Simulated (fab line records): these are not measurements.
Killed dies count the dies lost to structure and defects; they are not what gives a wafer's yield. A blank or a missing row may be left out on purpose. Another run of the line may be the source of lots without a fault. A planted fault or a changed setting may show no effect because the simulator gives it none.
Check of tool commonality    flow gf180mcu    12 lots, 36 wafers sampled

REASON FOR OPENING
GF_LVPWELL_TW_MEAS_11, reading LVPWELL_TW: flagged on 2 of 12 lots. No-fault wafers: 558, standard deviation 3.
Rule: a lot is flagged when every wafer of it that has a number lies more than 4 standard deviations from that mean, or none has a number. The rest of the lots are taken to be sound.

lot   measured     on            LVPWELL_TW, wafer by wafer  flag
L494  day 4 02:41  filmMetro-01  560 554 554                 
L495  day 4 07:23  filmMetro-04  561 559 563                 
L496  day 4 11:05  filmMetro-01  557 555 556                 
L497  day 4 23:19  filmMetro-01  554 556 554                 
L498  day 4 23:40  filmMetro-04  560 561 563                 
L499  day 5 02:06  filmMetro-01  551 554 555                 
L500  day 5 08:24  filmMetro-01  555 556 555                 
L502  day 5 20:09  filmMetro-01  556 555 556                 
L506  day 6 16:44  filmMetro-03  561 563 558                 
L509  day 7 09:11  filmMetro-03  534 535 538                 FLAGGED
L510  day 7 14:38  filmMetro-04  534 537 532                 FLAGGED
L512  day 8 03:54  filmMetro-04  556 560 560                 
The mean of the flagged lots' numbers is 535, -23 from the usual (-8 standard deviations).

WHICH TOOL RAN EACH LOT
The record holds 3 process steps before the reading, out of a route of 602 steps. Read each cell as the tool, then ch plus the chambers that the sampled wafers visited, then the start.
lot   flag     GF_STI_ETCH_14                  GF_STI_STRIP_15                     GF_LVPWELL_IMPLANT_08
L494           rieSi-02 ch 0,2, day 2 01:38    plasmaAsher-01 ch 0,1, day 2 01:43  implanter-01 ch 0, day 4 02:19
L495           rieSi-01 ch 1,2,3, day 2 05:45  plasmaAsher-04 ch 0,1, day 2 05:49  implanter-03 ch 0, day 4 06:59
L496           rieSi-01 ch 0,1,2, day 2 15:27  plasmaAsher-01 ch 0,1, day 2 15:31  implanter-03 ch 0, day 4 10:41
L497           rieSi-02 ch 2,3, day 3 01:21    plasmaAsher-01 ch 1, day 3 01:25    implanter-03 ch 0, day 4 22:56
L498           rieSi-01 ch 0,1,2, day 3 01:42  plasmaAsher-04 ch 0,1, day 3 01:46  implanter-04 ch 0, day 4 23:17
L499           rieSi-02 ch 2,3, day 3 04:35    plasmaAsher-01 ch 0,1, day 3 04:42  implanter-03 ch 0, day 5 01:44
L500           rieSi-01 ch 0,1, day 3 07:44    plasmaAsher-01 ch 0,1, day 3 07:49  implanter-04 ch 0, day 5 08:00
L502           rieSi-02 ch 0,2,3, day 3 20:32  plasmaAsher-02 ch 0,1, day 3 20:39  implanter-04 ch 0, day 5 19:47
L506           rieSi-01 ch 2,3, day 4 15:44    plasmaAsher-02 ch 0,1, day 4 15:49  implanter-04 ch 0, day 6 16:20
L509  FLAGGED  rieSi-01 ch 0,2,3, day 5 07:06  plasmaAsher-02 ch 0,1, day 5 07:10  implanter-04 ch 0, day 7 08:47
L510  FLAGGED  rieSi-02 ch 0,2,3, day 5 11:26  plasmaAsher-02 ch 0,1, day 5 11:31  implanter-04 ch 0, day 7 14:16
L512           rieSi-01 ch 2,3, day 5 22:06    plasmaAsher-01 ch 0, day 5 22:10    implanter-01 ch 0, day 8 03:30
These steps, and what they do:
- GF_STI_ETCH_14: etches Si in HBr/Cl2/O2, target depth 360 nm, time 102.9 s.
- GF_STI_STRIP_15: strips in O2/N2.
- GF_LVPWELL_IMPLANT_08
- GF_LVPWELL_TW_MEAS_11

FLAGGED AGAINST TOTAL, ONE TOOL AT A TIME (gauges that did the reading follow at the end)
step                   tool            lots run  flagged  share of the flagged lots  sound lots run after its first flagged lot
GF_STI_ETCH_14         rieSi-01        7         1        some                       1 (L512)
GF_STI_ETCH_14         rieSi-02        5         1        some                       0
GF_STI_STRIP_15        plasmaAsher-01  6         0        none                       -
GF_STI_STRIP_15        plasmaAsher-02  4         2        all                        0
GF_STI_STRIP_15        plasmaAsher-04  2         0        none                       -
GF_LVPWELL_IMPLANT_08  implanter-01    2         0        none                       -
GF_LVPWELL_IMPLANT_08  implanter-03    4         0        none                       -
GF_LVPWELL_IMPLANT_08  implanter-04    6         2        all                        0
GF_LVPWELL_TW_MEAS_11  filmMetro-01    6         0        none                       -
GF_LVPWELL_TW_MEAS_11  filmMetro-03    2         1        some                       0
GF_LVPWELL_TW_MEAS_11  filmMetro-04    4         1        some                       1 (L512)

WHAT IS ALLOWED BY THE TABLE
Table rows that saw every flagged lot: 2, namely plasmaAsher-02 at GF_STI_STRIP_15 and implanter-04 at GF_LVPWELL_IMPLANT_08.
- plasmaAsher-02 at GF_STI_STRIP_15 ran 4 lots, 2 of them flagged. Its last sound lot is L506 (day 4 15:49), its first flagged lot L509 (day 5 07:10): a fault that began between those two fits.
- implanter-04 at GF_LVPWELL_IMPLANT_08 ran 6 lots, 2 of them flagged. Its last sound lot is L506 (day 6 16:20), its first flagged lot L509 (day 7 08:47): a fault that began between those two fits. Its own readings lie more than 4 standard deviations out on every wafer of the flagged lots: doseIonsCm2, faradayCurrentUA.
A lot count leaves these 2 tools indistinguishable: every one of them fits a fault beginning at some hour. More lots, or a look at what each step does to the wafer, might.

WHAT HAD BEEN PUT IN BY THE SIMULATOR
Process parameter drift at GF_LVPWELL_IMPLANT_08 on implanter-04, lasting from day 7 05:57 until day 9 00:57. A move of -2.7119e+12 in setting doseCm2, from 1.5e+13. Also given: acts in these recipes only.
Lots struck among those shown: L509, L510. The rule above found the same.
